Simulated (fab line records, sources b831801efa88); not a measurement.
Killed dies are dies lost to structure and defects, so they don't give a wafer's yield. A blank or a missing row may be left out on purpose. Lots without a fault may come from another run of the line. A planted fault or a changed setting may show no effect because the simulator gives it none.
A struck lot beside a sound one | flow sky130 | 15 steps out of a route of 708
Sound: wafers L591.3, L591.4, L591.6. Struck: wafers L599.2, L599.4, L599.5. The cause comes at the end.
At each step with rows: each side's tool, then ch and its chambers, then its first start. Under that, the readings that differ: sound wafers | struck wafers | difference of the means | sigmas: that difference in standard deviations of wafers without a fault.
alike: readings whose means differ by less than 2 such deviations, and words and numbers that are the same on both sides. not compared: withheld readings, readings that some wafer has no value for, bounds like >300 that may hide the same value, and numbers for which the record gives no deviation and whose values overlap.
The two part at a step that has a row with sigmas, a row that says differs or no value, or rows on one side only. Numbers that don't overlap but have no deviation are shown without sigmas and don't part them. A reading that every wafer of one side lacks parts them only if that side has two wafers or more.

first, 4 steps without rows for these wafers: SKY_VIA1_STRIP_17 (strips in post etch residue remover, time 1200 s); SKY_VIA1_CLEAN_18 (cleans in IPA, time 180 s); SKY_VIA1_CLEAN_19 (cleans in O3/DIW); SKY_VIA1_SPUTTER_20 (material TiN, target thk 20 nm, time 80 s).
SKY_VIA1_CVD_21: deposits W, target thk 270 nm, time 80.902 s.
  sound on cvd_w-02 ch 0,1, day 33 22:02; struck on cvd_w-02 ch 0,1, day 37 02:58
  alike: heater_power_w
  not compared: since_wet_clean_h
SKY_VIA1_RS_MEAS_22: measures by four-point-probe.
  sound on film_metro-04, day 33 22:08; struck on film_metro-04, day 37 03:04
  alike: VIA1_W_RS
SKY_VIA1_THK_MEAS_23: measures by xrf.
  sound on film_metro-04, day 33 22:14; struck on film_metro-04, day 37 03:11
  alike: VIA1_W_THK
SKY_VIA1_CMP_24: polishes, stops on SiO2, t overpolish 15 s, target thk 0 nm.
  sound on cmp-01 ch 0,1,3, day 33 22:22; struck on cmp-02 ch 1,2,3, day 37 03:20
  alike: motor_current_A, overpolish_run_s, time_to_endpoint_s
SKY_METAL2_SPUTTER_00: material Ti, target thk 15 nm, time 10 s.
  sound on pvd_sputter-02, day 33 22:34; struck on pvd_sputter-02, day 37 03:32
  alike: cathode_dc_power_W, chamber_pressure_pa, throttle_valve_pct
SKY_METAL2_SPUTTER_01: material TiN, target thk 20 nm, time 16.7 s.
  sound on pvd_sputter-02, day 33 22:35; struck on pvd_sputter-02, day 37 03:33
  alike: cathode_dc_power_W, chamber_pressure_pa, throttle_valve_pct
SKY_METAL2_SPUTTER_02: material AlCu, target thk 250 nm, time 13.3 s.
  sound on pvd_sputter-02, day 33 22:37; struck on pvd_sputter-02, day 37 03:35
  alike: cathode_dc_power_W, chamber_pressure_pa, throttle_valve_pct
then, 1 step without rows for these wafers: SKY_METAL2_SPUTTER_03 (material Ti, target thk 5 nm, time 3.3 s).
SKY_METAL2_SPUTTER_04: material TiN, target thk 70 nm, time 58.3 s.
  sound on pvd_sputter-02, day 33 22:40; struck on pvd_sputter-02, day 37 03:37
  no value came back on the struck wafers for cathode_dc_power_W (W), chamber_pressure_pa (Pa), throttle_valve_pct (%); on the sound wafers cathode_dc_power_W (W) reads 6500.2 6498.1 6499.9
SKY_METAL2_THK_MEAS_06: measures by xrf.
  sound on film_metro-02, day 33 22:51; struck on film_metro-02, day 37 03:48
  reading              | sound       | struck      | difference | sigmas
  METAL2_ALCU_THK (nm) | 247 249 247 | 288 288 292 | +42        | +14
then, 1 step without rows for these wafers: SKY_METAL2_DEHYDRATE_07 (time 60 s).

WHERE THEY PART
First at SKY_METAL2_SPUTTER_04; last, within this record, at SKY_METAL2_THK_MEAS_06.

WHY: what the simulator had put in
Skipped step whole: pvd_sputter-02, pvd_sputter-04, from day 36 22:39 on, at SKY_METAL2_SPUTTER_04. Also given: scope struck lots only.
